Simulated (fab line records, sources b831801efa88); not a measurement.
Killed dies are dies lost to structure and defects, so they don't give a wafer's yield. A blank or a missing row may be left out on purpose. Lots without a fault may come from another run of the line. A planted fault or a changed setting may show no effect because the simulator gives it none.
A struck lot beside a sound one | flow sky130 | 43 steps out of a route of 708
Sound: wafers L624.1, L624.3, L624.4. Struck: wafer L628.1. (L628.2, L628.4 of the same lot were not struck and are left out.) The cause comes at the end.
At each step with rows: each side's tool, then ch and its chambers, then its first start. Under that, the readings that differ: sound wafers | struck wafers | difference of the means | sigmas: that difference in standard deviations of wafers without a fault.
alike: readings whose means differ by less than 2 such deviations, and words and numbers that are the same on both sides. not compared: withheld readings, readings that some wafer has no value for, bounds like >300 that may hide the same value, and numbers for which the record gives no deviation and whose values overlap.
The two part at a step that has a row with sigmas, a row that says differs or no value, or rows on one side only. Numbers that don't overlap but have no deviation are shown without sigmas and don't part them. A reading that every wafer of one side lacks parts them only if that side has two wafers or more.

first, 7 steps without rows for these wafers: SKY_METAL4_HMDS_06 (prime time 60 s); SKY_METAL4_COAT_07 (resist thk 60 nm); SKY_METAL4_COAT_08 (resist thk 1140 nm); SKY_METAL4_SOFTBAKE_09 (time 90 s); SKY_METAL4_EXPOSE_10 (exposes mask MM4, target cd 300 nm); SKY_METAL4_PEB_11; SKY_METAL4_DEVELOP_12 (develop time 59.01 s).
SKY_METAL4_CD_MEAS_13: target cd 300 nm.
  sound on cd_sem-01, day 42 09:49; struck on cd_sem-01, day 43 16:55
  alike: cd_nm
SKY_METAL4_OVL_MEAS_14:
  sound on overlay-02, day 42 09:56; struck on overlay-02, day 43 17:02
  alike: METAL4_OVL
then, 1 step without rows for these wafers: SKY_METAL4_DESCUM_15 (chemistry O2, time 8 s).
SKY_METAL4_ETCH_16: etches BARC in N2/H2, stops on SiO2, time 88.2 s, target depth 60 nm.
  sound on rie_metal-04 ch 0,1, day 42 10:00; struck on rie_metal-03 ch 1, day 43 17:06
  reading                     | sound       | struck | difference | sigmas
  drypump_motor_current_A (A) | 5.1 5.7 5.1 | 6.4    | +1.1       | +2
  alike: oes_product_au, throttle_valve_pct
  not compared: rf_hours_counter_h
then, 1 step without rows for these wafers: SKY_METAL4_ETCH_17 (etches SiO2 in C4F8/O2/Ar, stops on TiN, time 3.9 s, target depth 15 nm).
SKY_METAL4_METAL_ETCH_18: etches the open film in Cl2/BCl3, stops on SiO2, target depth 845 nm, time 183.1 s.
  sound on rie_metal-02 ch 0,1, day 42 10:07; struck on rie_metal-02 ch 0, day 43 17:13
  reading                | sound                | struck | difference | sigmas
  throttle_valve_pct (%) | 22.268 22.246 22.264 | 22.280 | +0.021     | +2
  alike: drypump_motor_current_A, oes_product_au
  not compared: rf_hours_counter_h
then, 5 steps without rows for these wafers: SKY_METAL4_STRIP_19 (strips in O2/N2); SKY_METAL4_STRIP_20 (strips in post etch residue remover, time 1200 s); SKY_METAL4_CLEAN_21 (cleans in IPA, time 180 s); SKY_METAL4_CLEAN_22 (cleans in O3/DIW); SKY_VIA4_HDPCVD_00 (deposits SiO2, target thk 1750 nm, time 291.7 s).
SKY_VIA4_THK_MEAS_01:
  sound on film_metro-03, day 42 11:04; struck on film_metro-03, day 43 18:10
  alike: VIA4_HDPCVD_THK
then, 1 step without rows for these wafers: SKY_VIA4_CMP_02 (polishes SiO2).
SKY_VIA4_BOW_MEAS_03:
  sound on film_metro-02, day 42 11:26; struck on film_metro-02, day 43 18:53
  alike: VIA4_BOW
then, 7 steps without rows for these wafers: SKY_VIA4_DEHYDRATE_04 (time 60 s); SKY_VIA4_HMDS_05 (prime time 60 s); SKY_VIA4_COAT_06 (resist thk 1140 nm); SKY_VIA4_SOFTBAKE_07 (time 60 s); SKY_VIA4_EXPOSE_08 (exposes mask VIM4, target cd 800 nm); SKY_VIA4_PEB_09; SKY_VIA4_DEVELOP_10 (develop time 60 s).
SKY_VIA4_OVL_MEAS_11:
  sound on overlay-02, day 43 10:58; struck on overlay-01, day 44 17:01
  alike: VIA4_OVL
then, 1 step without rows for these wafers: SKY_VIA4_ETCH_12 (etches SiO2 in C4F8/O2/Ar, stops on TiN, target depth 580 nm).
SKY_VIA4_STRIP_13: strips in O2/N2.
  sound on plasma_asher-03 ch 0,1, day 43 11:04; struck on plasma_asher-01 ch 1, day 44 17:07
  alike: drypump_motor_current_A, oes_product_au, strip_time_to_endpoint_s
  not compared: rf_hours_counter_h
then, 4 steps without rows for these wafers: SKY_VIA4_STRIP_14 (strips in post etch residue remover, time 1200 s); SKY_VIA4_CLEAN_15 (cleans in IPA, time 180 s); SKY_VIA4_CLEAN_16 (cleans in O3/DIW); SKY_VIA4_SPUTTER_17 (material TiN, target thk 20 nm, time 80 s).
SKY_VIA4_CVD_18: deposits W, target thk 505 nm, time 152.14 s.
  sound on cvd_w-02 ch 0,1, day 43 11:46; struck on cvd_w-01 ch 1, day 44 17:47
  alike: heater_power_w
  not compared: since_wet_clean_h
SKY_VIA4_RS_MEAS_19: measures by four-point-probe.
  sound on film_metro-02, day 43 11:55; struck on film_metro-03, day 44 17:56
  alike: VIA4_W_RS
SKY_VIA4_THK_MEAS_20: measures by xrf.
  sound on film_metro-02, day 43 12:02; struck on film_metro-03, day 44 18:03
  alike: VIA4_W_THK
then, 1 step without rows for these wafers: SKY_VIA4_CMP_21 (polishes, stops on SiO2, t overpolish 25 s, target thk 0 nm).
SKY_METAL5_SPUTTER_00: material Ti, target thk 15 nm, time 10 s.
  sound on pvd_sputter-02, day 43 12:38; struck on pvd_sputter-01, day 44 18:25
  reading                | sound          | struck | difference | sigmas
  throttle_valve_pct (%) | 30.9 28.9 30.2 | 32.2   | +2.2       | +2
then, 1 step without rows for these wafers: SKY_METAL5_SPUTTER_01 (material TiN, target thk 20 nm, time 16.17 s).
SKY_METAL5_SPUTTER_02: material AlCu, target thk 1150 nm, time 61.2 s.
  sound on pvd_sputter-02, day 43 12:41; struck on pvd_sputter-01, day 44 18:28
  reading                | sound          | struck | difference | sigmas
  throttle_valve_pct (%) | 30.8 28.9 30.3 | 32.3   | +2.3       | +2
-- the record jumps here: 3 days lie between the struck wafers' starts before and after (it left off in module METAL5 and takes up again in module PAD_OPEN, whose first step shown is number 708 of the route) --
SKY_PAD_OPEN_PROBE_99:
  sound on prober-02, day 46 07:49; struck on prober-02, day 47 13:40
  reading                               | sound             | struck | difference | sigmas
  defect_limited_yield (%)              | 87.4 85.2 82.3    | 80.5   | -4.5       | -2
  killed_at_M4_up                       | 1 4 2             | 23     | +21        | +10
  killed_dies                           | 62 73 87          | 96     | +22        | +2
  sort_bin_5_function (%)               | 6.1 8.3 10.2      | 13.8   | +5.6       | +4
  sort_n_pass                           | 430 419 405       | 396    | -22        | -2
  sort_yield_pct (%)                    | 87.4 85.2 82.3    | 80.5   | -4.5       | -2
  model.etest.tester.sort_n_pass        | 430 419 405       | 396    | -22        |
  model.etest.tester.sort_yield_pct (%) | 87.4 85.16 82.32  | 80.49  | -4.47      |
  model.etest.tester.sort_bin_5_pct (%) | 6.098 8.333 10.16 | 13.82  | +5.62      |
  alike: killed_at_M0_to_M3, killed_at_contacts, killed_at_front_end, killed_at_other, killed_open, killed_short, sort_bin_3_pad_short, sort_bin_6_memory
  not compared: model.etest.tester.sort_bin_3_pct

WHERE THEY PART
First at SKY_METAL4_ETCH_16; last, within this record, at SKY_PAD_OPEN_PROBE_99.

WHY: what the simulator had put in
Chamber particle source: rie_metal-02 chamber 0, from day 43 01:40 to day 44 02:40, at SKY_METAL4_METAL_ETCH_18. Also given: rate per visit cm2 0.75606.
